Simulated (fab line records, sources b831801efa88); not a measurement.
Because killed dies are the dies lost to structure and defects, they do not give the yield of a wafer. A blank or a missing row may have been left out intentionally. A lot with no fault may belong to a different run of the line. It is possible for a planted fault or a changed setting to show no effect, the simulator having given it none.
A lot that was struck, set against a sound lot ; flow sfq-line ; 17 steps out of a route of 325
Sound: these wafers, L323.1, L323.4, L323.5. Struck: wafer L334.5. (L334.1, L334.4 of the same lot were not struck and are left out.) The cause comes at the end.
At each step with rows: each side's tool, then ch and its chambers, then its first start. Under that, the readings that differ: sound wafers ; struck wafers ; difference of the means ; sigmas: that difference in standard deviations of wafers without a fault.
alike: readings whose means differ by less than 2 such deviations, and words and numbers that are the same on both sides. not compared: withheld readings, readings that some wafer has no value for, bounds like >300 that may hide the same value, and numbers for which the record gives no deviation and whose values overlap.
The two part at a step that has a row with sigmas, a row that says differs or no value, or rows on one side only. When numbers do not overlap yet have no deviation, they are printed without sigmas and do not part them. A reading that every wafer of one side lacks parts them only if that side has two wafers or more.

first, 2 steps without rows for these wafers: SFQ_TRILAYER_R5_LITHO_PEB_139 (peb time 60 s); SFQ_TRILAYER_R5_LITHO_DEVELOP_138 (time 60 s).
SFQ_R5_OVL_MEAS_935:
  sound on overlay-01 at day 50 15:34; struck on overlay-02 at day 55 09:01
  alike: R5_OVL
SFQ_TRILAYER_R5_BARC_OPEN_METAL_ETCH_177: etches BARC in O2, target depth 125 nm, time 41.7 s.
  sound on rie-metal-01 ch 0,1, day 50 15:36; struck on rie-metal-01 ch 1, day 55 09:03
  alike: drypump-motor-current-A, oes-product-au
  not compared: rf-hours-counter-h
SFQ_TRILAYER_R5_ETCH_METAL_ETCH_139: etches the open film in Cl2, stops on SiO2, target depth 60 nm, time 40 s.
  sound on rie-metal-01 ch 0,1, day 50 15:40; struck on rie-metal-01 ch 1, day 55 09:07
  alike: drypump-motor-current-A, oes-product-au
  not compared: rf-hours-counter-h
SFQ_TRILAYER_R5_STRIP_STRIP_140: strips in O2.
  sound on rie-metal-01 ch 0,1, day 50 15:43; struck on rie-metal-01 ch 1, day 55 09:10
  alike: drypump-motor-current-A, oes-product-au
  not compared: rf-hours-counter-h
then, 1 step without rows for these wafers: SFQ_TRILAYER_R5_STRIP_SOLV_CLEAN_141 (cleans in NMP, time 600 s).
SFQ_TRILAYER_A5C_DEP_PECVD_142: deposits SiO2 from SiH4/N2O, time 15.556 s, target thk 70 nm.
  sound on pecvd-02 ch 1,2, day 50 16:29; struck on pecvd-01 ch 1, day 55 09:56
  alike: heater-power-w, throttle-valve-pct
then, 4 steps without rows for these wafers: SFQ_TRILAYER_I5_LITHO_COAT_149 (resist thk 62 nm); SFQ_TRILAYER_I5_LITHO_COAT_144 (resist thk 650 nm); SFQ_TRILAYER_I5_LITHO_SOFTBAKE_148; SFQ_TRILAYER_I5_LITHO_EXPOSE_145 (exposes mask I5, target cd 700 nm).
SFQ_TRILAYER_I5_LITHO_PEB_147: peb time 60 s.
  sound on litho-track-02 ch 0, day 53 02:30; struck on litho-track-01 ch 0, day 56 20:55
reading;sound;struck;difference;sigmas
heater-power-total-W (W);79.11 79.13 79.08;80.20;+1.09;+18
  alike: exhaust-pa
then, 1 step without rows for these wafers: SFQ_TRILAYER_I5_LITHO_DEVELOP_146 (time 60 s).
SFQ_I5_OVL_MEAS_936:
  sound on overlay-02 at day 53 02:48; struck on overlay-02 at day 56 21:13
  alike: I5_OVL
SFQ_TRILAYER_I5_BARC_OPEN_VIA_ETCH_200: etches BARC in O2, target depth 125 nm, time 41.7 s.
  sound on rie-diel-02 ch 1,2,3, day 53 02:50; struck on rie-diel-02 ch 1, day 56 21:16
reading;sound;struck;difference;sigmas
model.I5.cd-nm (nm);702 699.1 701.7;696.5;-4.4;
  alike: drypump-motor-current-A, oes-product-au
  not compared: rf-hours-counter-h
SFQ_TRILAYER_I5_ETCH_VIA_ETCH_147: etches the open film in CHF3, stops on Nb, target depth 360 nm.
  sound on rie-diel-02 ch 1,2,3, day 53 02:52; struck on rie-diel-02 ch 1, day 56 21:18
  alike: drypump-motor-current-A, oes-product-au

## WHERE THEY PART
Only at SFQ_TRILAYER_I5_LITHO_PEB_147, within this record. Later steps at which nothing parts them and some readings are alike: SFQ_I5_OVL_MEAS_936, SFQ_TRILAYER_I5_BARC_OPEN_VIA_ETCH_200, SFQ_TRILAYER_I5_ETCH_VIA_ETCH_147.

WHY: whatever the simulator had introduced
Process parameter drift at SFQ_TRILAYER_I5_LITHO_PEB_147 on litho-track-01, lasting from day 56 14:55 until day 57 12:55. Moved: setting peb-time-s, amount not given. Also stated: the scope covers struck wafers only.
